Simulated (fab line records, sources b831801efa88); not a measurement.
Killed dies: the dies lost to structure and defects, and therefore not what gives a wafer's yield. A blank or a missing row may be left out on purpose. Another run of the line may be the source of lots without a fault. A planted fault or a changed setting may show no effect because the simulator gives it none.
fab line records    flow sky130
record lots=5  wafers=15  lastDay=50
route steps=708 shown LOCAL_INTERCONNECT@396 CONTACT@406 METAL1@434 PAD_OPEN@708
lots that met no fault: taken from a fault-free run of the same line
startH: hours from the record's opening day to when the first of the lot's shown wafers began    waitH: hours elapsed since this lot's preceding step    " as in the row above    L1.1+2: a row that stands for several wafers    - no value, or no start given    * or withheld: withheld    < > ~ a bound
route shown NAME@n: names a module that has steps shown in the file, with the first one's number in the route    usual: mean/standard deviation of fault-free wafers    same: alike in all rows    chamber/n: place in a boat    sites: readings site by site    _std_site: how widely they spread, as a standard deviation    _edge_site: inner sites' mean taken away from outer sites' mean    radiusMm: how far each site lies from the wafer's centre    mask NAME#n: copy n    behind: the tool/chamber that last shaped the wafer    hold: cause of the lot's hold/its duration in hours/its outcome    device: the transistor (n, p or np) that didn't switch    end of line: tests of these same wafers at the route's end    a step given without rows: its recipe and nothing more    killed: not the wafer's yield, but the dies lost to structure and defects at the first sort    map: shows each die of a wafer: x if killed, . if not, _ if none is there
set.NAME: the run value of the setting; set.NAME@STEP: its run value at that earlier step    model.NAME: the simulator's own value behind a step, which no gauge read
a table for each step, a row for each wafer; lots at some steps of the route
services: from which hour (startH, from the record's first day; less than 0 if before it) a tool's chamber was out of use, for how many hours, and why
## steps
# step SKY_LOCAL_INTERCONNECT_PEB_09
# recipe pebTempC=withheld  pebTimeS=withheld  resist=KrF-thick
# step SKY_LOCAL_INTERCONNECT_DEVELOP_10
# recipe developTimeS=60  resist=KrF-thick  devTempC=21
# step SKY_LOCAL_INTERCONNECT_CD_MEAS_11
# recipe targetCdNm=170
# usual cdNm=170.0/1.7
lot.wafer  tool      chamber  startH  waitH  cdNm
L478.2     cdSem-02  -        706.79  -      167.9
L478.3     "         -        "       "      169.3
L478.5     "         -        "       "      168.3
L481.2     cdSem-01  -        750.42  -      169.4
L481.4     "         -        "       "      169.3
L481.5     "         -        "       "      169.4
L491.3     cdSem-02  -        804.94  -      173.1
L491.5     "         -        "       "      172.1
L491.6     "         -        "       "      172.5
L492.1     cdSem-01  -        815.37  -      169.0
L492.3     "         -        "       "      170.0
L492.4     "         -        "       "      171.3
L499.1     cdSem-02  -        871.87  -      169.7
L499.2     "         -        "       "      170.2
L499.4     "         -        "       "      170.8
# step SKY_LOCAL_INTERCONNECT_OVL_MEAS_12
# usual LOCAL_INTERCONNECT_OVL=-1/5.3
lot.wafer  tool        chamber  startH  waitH  LOCAL_INTERCONNECT_OVL[nm]
L478.2     overlay-02  -        706.90  0.1    0
L478.3     "           -        "       "      5
L478.5     "           -        "       "      4
L481.2     overlay-01  -        750.52  0.1    -5
L481.4     "           -        "       "      -5
L481.5     "           -        "       "      -3
L491.3     overlay-01  -        805.03  0.1    5
L491.5     "           -        "       "      1
L491.6     "           -        "       "      12
L492.1     overlay-01  -        815.50  0.1    -5
L492.3     "           -        "       "      2
L492.4     "           -        "       "      7
L499.1     overlay-02  -        871.99  0.1    1
L499.2     "           -        "       "      3
L499.4     "           -        "       "      -2
# step SKY_LOCAL_INTERCONNECT_ETCH_13
# recipe chemistry=N2/H2  target=BARC  ionEnergyEv=200  biasW=100  pressureMtorr=30  n2FlowSccm=100  h2FlowSccm=200  icpW=500  stopOn=SiO2  timeS=45.9  targetDepthA=600
# step SKY_LOCAL_INTERCONNECT_METAL_ETCH_14
# recipe targetDepthNm=110  stopOn=PSG  chemistry=Cl2/BCl3  target=TiN  resistSidewallDeg=88  pressureMtorr=10  icpW=900  biasW=48.5  Cl2_flow_sccm=60  bcl3FlowSccm=30  timeS=31.4
# step SKY_LOCAL_INTERCONNECT_STRIP_15
# recipe chemistry=O2/N2  powerW=1400  pressureMtorr=1500  platenTempC=withheld  o2FlowSccm=3000  n2FlowSccm=300  overashFraction=0.5
# usual chamberPressureMTorr=1499.9/1.3  drypumpMotorCurrentA=5.9/0.4  o2FlowSccm=2999/8.7  oesProductAu=0.430/0.0046  stripTimeToEndpointS=4.787/0.024
lot.wafer  tool            chamber  startH  waitH  chamberPressureMTorr  drypumpMotorCurrentA  o2FlowSccm  oesProductAu  rfHoursCounterH  stripTimeToEndpointS
L478.2     plasmaAsher-03  1        707.04  0.0    1500.8                5.8                   3008        0.427         55               4.758
L478.3     "               0        "       "      1500.1                6.5                   3007        0.433         -                4.791
L478.5     "               1        "       "      1499.8                5.8                   3002        0.429         -                4.798
L481.2     plasmaAsher-01  0        750.67  0.0    1499.4                5.9                   3000        0.428         94               4.762
L481.4     "               1        "       "      1500.6                5.2                   3011        0.430         -                4.771
L481.5     "               0        "       "      1500.8                5.9                   2987        0.421         -                4.757
L491.3     plasmaAsher-01  1        805.20  0.1    1501.7                5.2                   2986        0.432         -                4.805
L491.5     "               1        "       "      1500.7                5.2                   3005        0.434         -                4.799
L491.6     "               0        "       "      1502.6                5.8                   2985        0.432         -                4.823
L492.1     plasmaAsher-03  0        815.65  0.0    1497.9                6.4                   3021        0.431         67               4.794
L492.3     "               1        "       "      1499.7                5.8                   3008        0.429         -                4.805
L492.4     "               0        "       "      1500.7                6.5                   3019        0.425         -                4.794
L499.1     plasmaAsher-04  1        872.14  0.0    1502.6                6.0                   3001        0.427         13               4.800
L499.2     "               0        "       "      1499.6                5.9                   2996        0.436         13               4.784
L499.4     "               0        "       "      1498.4                6.0                   2997        0.426         -                4.776
# step SKY_LOCAL_INTERCONNECT_STRIP_16
# recipe chemistry=postEtchResidueRemover  timeS=1200  tempC=72.5
# step SKY_LOCAL_INTERCONNECT_CLEAN_17
# recipe chemistry=IPA  timeS=180  tempC=25
# step SKY_LOCAL_INTERCONNECT_CLEAN_18
# recipe chemistry=O3/DIW  dry=n2Spin
# step SKY_CONTACT_CVD_00
# recipe material=Si3N4  targetThkNm=75  tempC=400  timeS=withheld  rfW=450
# step SKY_CONTACT_THK_MEAS_01
# recipe reads=Si3N4_of_CONTACT_CVD_00
# usual CONTACT_CVD_00_THK=74.9/1
lot.wafer  tool          chamber  startH  waitH  CONTACT_CVD_00_THK[nm]
L478.2     filmMetro-01  -        707.68  -      74.5
L478.3     "             -        "       "      72.7
L478.5     "             -        "       "      74.9
L481.2     filmMetro-04  -        751.31  -      74.5
L481.4     "             -        "       "      76.0
L481.5     "             -        "       "      77.1
L491.3     filmMetro-04  -        805.88  -      73.1
L491.5     "             -        "       "      75.5
L491.6     "             -        "       "      75.9
L492.1     filmMetro-04  -        816.28  -      73.8
L492.3     "             -        "       "      74.4
L492.4     "             -        "       "      75.6
L499.1     filmMetro-01  -        872.77  -      75.4
L499.2     "             -        "       "      73.4
L499.4     "             -        "       "      76.4
# step SKY_CONTACT_HDPCVD_02
# recipe material=SiO2  targetThkNm=565  sigmaOpenFrac=0.3  timeS=94.2  tempC=600  sih4FlowSccm=60  pressureMtorr=6
# usual susceptorTempC=600.00/0.27
lot.wafer  tool       chamber  startH  waitH  susceptorTempC
L478.2     hdpcvd-01  0        707.73  0.0    599.56
L478.3     "          1        "       "      600.14
L478.5     "          2        "       "      600.21
L481.2     hdpcvd-01  0        751.36  0.0    599.76
L481.4     "          2        "       "      599.97
L481.5     "          0        "       "      599.76
L491.3     hdpcvd-02  0        805.92  0.0    600.39
L491.5     "          2        "       "      600.04
L491.6     "          0        "       "      600.06
L492.1     hdpcvd-01  2        816.34  0.1    599.86
L492.3     "          0        "       "      600.26
L492.4     "          2        "       "      600.04
L499.1     hdpcvd-02  1        872.83  0.1    599.45
L499.2     "          0        "       "      599.82
L499.4     "          1        "       "      599.77
# step SKY_CONTACT_THK_MEAS_03
# recipe reads=SiO2_of_CONTACT_HDPCVD_02
# usual CONTACT_HDPCVD_THK=563/7.2
lot.wafer  tool          chamber  startH  waitH  CONTACT_HDPCVD_THK[nm]
L478.2     filmMetro-04  -        707.81  0.0    564
L478.3     "             -        "       "      556
L478.5     "             -        "       "      552
L481.2     filmMetro-03  -        751.44  0.0    574
L481.4     "             -        "       "      557
L481.5     "             -        "       "      571
L491.3     filmMetro-03  -        806.01  0.1    565
L491.5     "             -        "       "      573
L491.6     "             -        "       "      566
L492.1     filmMetro-03  -        816.40  0.0    553
L492.3     "             -        "       "      561
L492.4     "             -        "       "      553
L499.1     filmMetro-03  -        872.90  0.0    565
L499.2     "             -        "       "      573
L499.4     "             -        "       "      564
# step SKY_CONTACT_CMP_04
# recipe material=SiO2  downForcePsi=4  platenRpm=60  padVelocityMS=0.94248
# usual motorCurrentA=11.7/1.6  timeToEndpointS=83/5.4
lot.wafer  tool    chamber  startH  waitH  motorCurrentA  timeToEndpointS
L478.2     cmp-02  0        707.96  0.1    10.5           77
L478.3     "       1        "       "      12.8           89
L478.5     "       3        "       "      10.4           80
L481.4     cmp-01  3        751.49  0.0    11.0           85
L481.2     "       1        "       "      11.1           79
L481.5     "       0        "       "      10.1           83
L491.3     cmp-01  3        806.20  0.2    11.0           86
L491.5     "       0        "       "      9.6            82
L491.6     "       1        "       "      11.0           78
L492.4     cmp-02  0        816.46  0.0    10.6           76
L492.3     "       1        "       "      12.7           90
L492.1     "       3        "       "      10.4           75
L499.2     cmp-02  2        872.96  0.0    13.5           89
L499.4     "       3        "       "      10.3           85
L499.1     "       1        "       "      13.1           91
# step SKY_CONTACT_BOW_MEAS_05
# recipe mode=bow
# usual CONTACT_BOW=82/6.8
lot.wafer  tool          chamber  startH  waitH  CONTACT_BOW[um]
L478.2     filmMetro-04  -        708.18  0.2    84
L478.3     "             -        "       "      74
L478.5     "             -        "       "      66
L481.2     filmMetro-01  -        751.81  0.2    76
L481.4     "             -        "       "      84
L481.5     "             -        "       "      90
L491.3     filmMetro-04  -        806.39  0.1    85
L491.5     "             -        "       "      88
L491.6     "             -        "       "      93
L492.1     filmMetro-01  -        816.76  0.1    84
L492.3     "             -        "       "      94
L492.4     "             -        "       "      92
L499.1     filmMetro-04  -        873.28  0.1    79
L499.2     "             -        "       "      81
L499.4     "             -        "       "      75
# step SKY_CONTACT_DEHYDRATE_06
# recipe tempC=200.6  timeS=60
# step SKY_CONTACT_HMDS_07
# recipe primeTimeS=60  primeTempC=120
# step SKY_CONTACT_COAT_08
# recipe resist=BARC  tempC=withheld  timeS=withheld  spinRpm=3000  resistThkNm=60
# step SKY_CONTACT_COAT_09
# recipe resist=KrF-thick  spinRpm=3000  resistThkNm=450
# step SKY_CONTACT_SOFTBAKE_10
# recipe tempC=100  timeS=90  resist=KrF-thick
# step SKY_CONTACT_EXPOSE_11
# recipe maskId=CTM1  na=0.8  sourceShape=annular  sigmaInner=0.55  sigmaOuter=0.85  targetCdNm=170  doseMj=38
# step SKY_CONTACT_PEB_12
# recipe pebTempC=withheld  pebTimeS=withheld  resist=KrF-thick
# step SKY_CONTACT_DEVELOP_13
# recipe developTimeS=60  resist=KrF-thick  devTempC=21
# step SKY_CONTACT_CD_MEAS_14
# recipe targetCdNm=170
# usual cdNm=170.1/1.3
lot.wafer  tool      chamber  startH  waitH  cdNm
L478.2     cdSem-02  -        736.42  -      172.8
L478.3     "         -        "       "      169.9
L478.5     "         -        "       "      172.1
L481.2     cdSem-01  -        778.32  -      169.9
L481.4     "         -        "       "      169.0
L481.5     "         -        "       "      169.0
L491.3     cdSem-02  -        832.03  -      168.8
L491.5     "         -        "       "      169.6
L491.6     "         -        "       "      168.1
L492.1     cdSem-02  -        842.52  -      171.3
L492.3     "         -        "       "      170.5
L492.4     "         -        "       "      170.3
L499.1     cdSem-01  -        899.95  -      167.2
L499.2     "         -        "       "      168.4
L499.4     "         -        "       "      167.9
# step SKY_CONTACT_OVL_MEAS_15
# usual CONTACT_OVL=0/5.7
lot.wafer  tool        chamber  startH  waitH  CONTACT_OVL[nm]
L478.2     overlay-02  -        736.52  0.1    10
L478.3     "           -        "       "      7
L478.5     "           -        "       "      10
L481.2     overlay-02  -        778.42  0.1    -14
L481.4     "           -        "       "      -9
L481.5     "           -        "       "      -1
L491.3     overlay-01  -        832.13  0.1    8
L491.5     "           -        "       "      7
L491.6     "           -        "       "      8
L492.1     overlay-02  -        842.64  0.1    3
L492.3     "           -        "       "      -1
L492.4     "           -        "       "      -2
L499.1     overlay-02  -        900.07  0.1    5
L499.2     "           -        "       "      3
L499.4     "           -        "       "      0
# step SKY_CONTACT_ETCH_16
# recipe chemistry=N2/H2  target=BARC  ionEnergyEv=200  sourceW=500  biasW=100  pressureMtorr=30  n2FlowSccm=100  h2FlowSccm=200  stopOn=SiO2  timeS=45.9  targetDepthA=600
# step SKY_CONTACT_ETCH_17
# recipe target=SiO2  chemistry=C4F8/O2/Ar  stopOn=Si3N4  maskMaterial=KrF-thick  sourceW=1500  biasW=1200  pressureMtorr=40  c4f8FlowSccm=withheld  O2_flow_sccm=6  Ar_flow_sccm=300  timeS=withheld  targetDepthA=3400
# step SKY_CONTACT_ETCH_18
# recipe target=Si3N4  chemistry=CHF3/O2  stopOn=TiN  sourceW=600  biasW=200  pressureMtorr=40  chf3FlowSccm=50  O2_flow_sccm=5  timeS=39  targetDepthA=750
# step SKY_CONTACT_STRIP_19
# recipe chemistry=O2/N2  powerW=1400  pressureMtorr=1500  platenTempC=withheld  o2FlowSccm=3000  n2FlowSccm=300  overashFraction=0.5
# step SKY_CONTACT_STRIP_20
# recipe chemistry=postEtchResidueRemover  timeS=1200  tempC=72.5
# step SKY_CONTACT_CLEAN_21
# recipe chemistry=IPA  timeS=180  tempC=25
# step SKY_CONTACT_CLEAN_22
# recipe chemistry=O3/DIW  dry=n2Spin
# step SKY_CONTACT_SPUTTER_23
# recipe material=TiN  targetThkNm=20  chamberPressurePa=5  powerW=4000  timeS=80
# step SKY_CONTACT_CVD_24
# recipe material=W  targetThkNm=340  timeS=102.12  tempC=400  pressureTorr=40
# step SKY_CONTACT_RS_MEAS_25
# recipe thkMeasGauge=four-point-probe  reads=W_of_CONTACT_CVD_24+TiN_of_CONTACT_SPUTTER_23
# usual CONTACT_W_RS=0.338/0.0038
lot.wafer  tool          chamber  startH  waitH  CONTACT_W_RS[ohm/sq]
L478.2     filmMetro-01  -        737.56  0.1    0.339
L478.3     "             -        "       "      0.339
L478.5     "             -        "       "      0.345
L481.2     filmMetro-01  -        779.88  0.1    0.339
L481.4     "             -        "       "      0.338
L481.5     "             -        "       "      0.340
L491.3     filmMetro-04  -        833.09  0.1    0.332
L491.5     "             -        "       "      0.332
L491.6     "             -        "       "      0.336
L492.1     filmMetro-04  -        843.58  0.1    0.337
L492.3     "             -        "       "      0.336
L492.4     "             -        "       "      0.337
L499.1     filmMetro-03  -        901.05  0.1    0.339
L499.2     "             -        "       "      0.340
L499.4     "             -        "       "      0.339
# step SKY_CONTACT_THK_MEAS_26
# recipe thkMeasGauge=xrf  reads=W_of_CONTACT_CVD_24
# usual CONTACT_W_THK=336/4.8
lot.wafer  tool          chamber  startH  waitH  CONTACT_W_THK[nm]
L478.2     filmMetro-01  -        737.67  0.1    338
L478.3     "             -        "       "      339
L478.5     "             -        "       "      333
L481.2     filmMetro-01  -        779.99  0.1    336
L481.4     "             -        "       "      338
L481.5     "             -        "       "      336
L491.3     filmMetro-04  -        833.19  0.1    343
L491.5     "             -        "       "      339
L491.6     "             -        "       "      337
L492.1     filmMetro-04  -        843.70  0.1    335
L492.3     "             -        "       "      335
L492.4     "             -        "       "      332
L499.1     filmMetro-03  -        901.17  0.1    336
L499.2     "             -        "       "      336
L499.4     "             -        "       "      337
# step SKY_CONTACT_CMP_27
# recipe stopOn=SiO2  tOverpolishS=15  downForcePsi=3.5  platenRpm=60  targetThkNm=0  padVelocityMS=0.94248
# step SKY_METAL1_SPUTTER_00
# recipe material=Ti  targetThkNm=15  powerW=3000  timeS=10  chamberPressurePa=0.4
# usual throttleValvePct=30.1/1.1
lot.wafer  tool           chamber  startH  waitH  throttleValvePct
L478.2     pvdSputter-01  -        738.02  0.2    30.5
L478.3     "              -        "       "      29.3
L478.5     "              -        "       "      31.2
L481.2     pvdSputter-03  -        780.34  0.2    30.9
L481.4     "              -        "       "      29.9
L481.5     "              -        "       "      30.0
L491.3     pvdSputter-01  -        833.53  0.1    32.0
L491.5     "              -        "       "      29.0
L491.6     "              -        "       "      30.9
L492.1     pvdSputter-04  -        844.06  0.1    29.7
L492.3     "              -        "       "      30.6
L492.4     "              -        "       "      27.9
L499.1     pvdSputter-04  -        901.53  0.1    29.7
L499.2     "              -        "       "      30.3
L499.4     "              -        "       "      29.0
# step SKY_METAL1_SPUTTER_01
# recipe material=TiN  targetThkNm=20  powerW=6500  timeS=16.7  chamberPressurePa=0.4
# usual throttleValvePct=30.1/1.1
lot.wafer  tool           chamber  startH  waitH  throttleValvePct
L478.2     pvdSputter-01  -        738.05  0.0    30.6
L478.3     "              -        "       "      29.1
L478.5     "              -        "       "      31.0
L481.2     pvdSputter-03  -        780.36  0.0    31.0
L481.4     "              -        "       "      29.8
L481.5     "              -        "       "      30.0
L491.3     pvdSputter-01  -        833.55  0.0    31.8
L491.5     "              -        "       "      29.1
L491.6     "              -        "       "      30.9
L492.1     pvdSputter-04  -        844.08  0.0    29.9
L492.3     "              -        "       "      30.4
L492.4     "              -        "       "      27.9
L499.1     pvdSputter-04  -        901.56  0.0    29.7
L499.2     "              -        "       "      30.3
L499.4     "              -        "       "      28.9
# step SKY_METAL1_SPUTTER_02
# recipe material=AlCu  targetThkNm=250  powerW=10600  timeS=13.3  chamberPressurePa=0.4173
# usual throttleValvePct=30.1/1.1
lot.wafer  tool           chamber  startH  waitH  throttleValvePct
L478.2     pvdSputter-01  -        738.07  0.0    30.6
L478.3     "              -        "       "      29.2
L478.5     "              -        "       "      31.1
L481.2     pvdSputter-03  -        780.39  0.0    30.8
L481.4     "              -        "       "      30.2
L481.5     "              -        "       "      30.0
L491.3     pvdSputter-01  -        833.57  0.0    31.8
L491.5     "              -        "       "      28.9
L491.6     "              -        "       "      31.2
L492.1     pvdSputter-04  -        844.11  0.0    29.4
L492.3     "              -        "       "      30.1
L492.4     "              -        "       "      28.0
L499.1     pvdSputter-04  -        901.58  0.0    29.3
L499.2     "              -        "       "      30.6
L499.4     "              -        "       "      28.9
# step SKY_METAL1_SPUTTER_03
# recipe material=Ti  targetThkNm=5  powerW=3000  timeS=3.3  chamberPressurePa=0.4
# step SKY_PAD_OPEN_PROBE_99
# usual killed_at_M0_to_M3=43/7.4  killed_at_M4_up=3.5/2.1  killedAtContacts=24/5.4  killedAtFrontEnd=15/4.7  killedAtOther=0.2/0.44  killedDies=85/10  killedOpen=47/7.1  killedShort=38/7
# same grossDies=492  killedAtBackSide=0
lot.wafer  tool       chamber  startH   waitH  killed_at_M0_to_M3  killed_at_M4_up  killedAtContacts  killedAtFrontEnd  killedAtOther  killedDies  killedOpen  killedShort
L481.2     prober-02  -        1109.46  0.1    24                  9                26                16                0              75          37          38
L481.4     prober-02  -        1109.56  0.2    39                  3                14                9                 0              65          31          34
L481.5     prober-02  -        1109.61  0.2    42                  8                25                12                0              87          48          39
L491.3     prober-02  -        1150.29  0.2    39                  2                21                25                0              87          48          39
L491.5     prober-02  -        1150.39  0.2    35                  4                67                9                 0              115         38          34
L492.4     prober-01  -        1157.17  0.2    37                  1                25                15                0              78          47          31
L499.1     prober-02  -        1192.83  0.1    61                  3                25                17                0              106         50          56
L499.2     prober-02  -        1192.88  0.1    54                  3                27                13                0              97          53          44
L499.4     prober-02  -        1192.98  0.2    56                  8                24                7                 0              95          49          46
# killed by level:class
L481.2 CONTACT:geometricParticle:open=10 CONTACT:geometricParticle:short=7 METAL4:geometricParticle:short=7 VIA1:geometricParticle:open=6 LI_CONTACT:geometricParticle:open=5 POLY_GATE:geometricParticle:open=4 METAL1:geometricParticle:short=4 METAL2:geometricParticle:short=4
L481.4 METAL1:geometricParticle:short=10 CONTACT:geometricParticle:open=8 VIA1:geometricParticle:open=8 VIA2:geometricParticle:short=6 VIA3:geometricParticle:open=6 POLY_GATE:geometricParticle:short=3 LOCAL_INTERCONNECT:geometricParticle:short=3 CONTACT:geometricParticle:short=3
L481.5 CONTACT:geometricParticle:open=11 VIA2:geometricParticle:open=7 FIELD_ISO:geometricParticle:open=6 VIA1:geometricParticle:open=6 CONTACT:geometricParticle:short=5 METAL2:geometricParticle:short=5 VIA3:geometricParticle:open=5 METAL4:geometricParticle:short=5
L491.3 VIA1:geometricParticle:open=9 LI_CONTACT:geometricParticle:open=9 FIELD_ISO:geometricParticle:open=7 METAL2:geometricParticle:short=7 FIELD_ISO:geometricParticle:short=6 CONTACT:geometricParticle:open=6 METAL1:geometricParticle:short=6 VIA3:geometricParticle:open=6
L491.5 CONTACT:unspecified=43 CONTACT:geometricParticle:open=10 VIA1:geometricParticle:open=9 VIA3:geometricParticle:open=6 METAL2:geometricParticle:short=5 LOCAL_INTERCONNECT:geometricParticle:short=4 CONTACT:geometricParticle:short=4 VIA1:geometricParticle:short=4
L492.4 CONTACT:geometricParticle:open=13 VIA1:geometricParticle:open=9 VIA2:geometricParticle:open=7 POLY_GATE:geometricParticle:short=5 CONTACT:geometricParticle:short=5 VIA3:geometricParticle:open=5 LI_CONTACT:geometricParticle:open=4 VIA1:geometricParticle:short=4
L499.1 VIA1:geometricParticle:open=13 POLY_GATE:geometricParticle:short=9 CONTACT:geometricParticle:open=9 VIA1:geometricParticle:short=8 LI_CONTACT:geometricParticle:open=7 METAL1:geometricParticle:short=7 VIA3:geometricParticle:open=7 METAL2:geometricParticle:short=6
L499.2 VIA1:geometricParticle:open=16 LI_CONTACT:geometricParticle:open=10 VIA2:geometricParticle:open=9 LOCAL_INTERCONNECT:geometricParticle:short=8 CONTACT:geometricParticle:open=5 METAL3:geometricParticle:short=5 VIA2:geometricParticle:short=5 VIA1:geometricParticle:short=4
L499.4 VIA1:geometricParticle:open=10 CONTACT:geometricParticle:open=8 LI_CONTACT:geometricParticle:open=7 METAL1:geometricParticle:short=7 VIA1:geometricParticle:short=7 METAL2:geometricParticle:short=6 VIA3:geometricParticle:open=6 VIA2:geometricParticle:open=5
# map L491.5 (x killed, . not)
__________.........x_________
________....x..xx....._______
______..xxxxxx.....x...._____
_____.xxxxxxxxx........x.____
____xx.xxxxxxxx..x.x......___
___...x.xxxxxxxx.x......x..__
__....x.xxxxxx........xx.x.x_
_..xx.....xxxxx.xx.x..x......
_.........xx.....x.x........x
_x....x.x.................x..
_................x.......x...
_.........x.x.....x.....x....
_.x.x........xx.x.....x..x...
_....x.......................
_..............x........x....
__....x...........xx.....x.._
___..........x..xx.x.......__
____..x....xx........x....___
_____.x.x.x....x.........____
______...x.......x......_____
________x...x.x.....xx_______
__________....x....._________
# map L499.1 (x killed, . not)
__________..xx...x.._________
________..........x..._______
______....x...x.....x..._____
_____.x.......x..xx.x...x____
____..........x..xx.x...x.___
___..xx.........x.....x.x..__
__.x..xx........x.x.x......._
_..x.........x.x.....x..x.xx.
_.........x.....x..xx......x.
_..xx.......x...x......x..x..
_..xx....x..x.xx..x..........
_......x...x.x.....x....x....
_.....x.....x.xxx.x..........
_.xx.xx.......x.........x...x
_.x.....x..x...x....x.x.....x
__xx.x.x....x...x..........._
___.x..x..x.......x...x..x.__
____.....x.....x..........___
_____...x...x....xxx.....____
______....x............._____
________....x......x.._______
__________.x.xxx..x._________
## services
tool            chamber  startH  hours  kind
plasmaAsher-01  -        686.45  1.6    repair
hdpcvd-02       -        704.37  6.0    pm
hdpcvd-02       -        710.98  2.6    repair
plasmaAsher-01  -        713.09  11.4   repair
pvdSputter-01   -        713.34  9.1    repair
pvdSputter-03   -        718.10  6.2    repair
hdpcvd-02       -        723.20  0.6    repair
cmp-02          -        724.51  5.1    pm
plasmaAsher-01  -        729.63  3.8    repair
cmp-02          -        732.31  0.9    repair
cmp-01          -        743.40  7.1    pm
cmp-02          -        744.00  4.0    pm
cmp-02          -        757.50  8.5    pm
cmp-02          -        801.82  0.2    repair
pvdSputter-04   -        828.49  2.8    repair
pvdSputter-01   -        842.46  0.5    repair
pvdSputter-03   -        850.45  5.4    repair
pvdSputter-03   -        850.84  1.9    repair
pvdSputter-01   -        866.82  1.1    repair
hdpcvd-01       -        867.86  0.8    pm
hdpcvd-01       2        871.49  19.5   repair
hdpcvd-01       1        872.19  4.0    repair
pvdSputter-04   -        888.62  10.4   repair
pvdSputter-03   -        889.20  6.1    repair
## key
firstSign step=SKY_PAD_OPEN_PROBE_99  reading=killedAtContacts  direction=up  sigmas=8  usual=24  struck=67
effect step=SKY_PAD_OPEN_PROBE_99  reading=killedDies  direction=up  sigmas=3  usual=85  struck=115
metAt SKY_CONTACT_HDPCVD_02
struckWafers L491.5
testerLeftOut L491
fault kind=chamberParticleSource  tool=hdpcvd-02  chamber=2  onsetH=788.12  steps=SKY_CONTACT_HDPCVD_02  ratePerVisitCm2=0.4149  endH=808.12
# testerLeftOut: of these lots the tester's yield and bins aren't shown, on N5 and GAA mostly nor the transistor test; their killed dies are dies lost to structure and defects alone, not to doping, threshold or leakage, so they don't give the yield
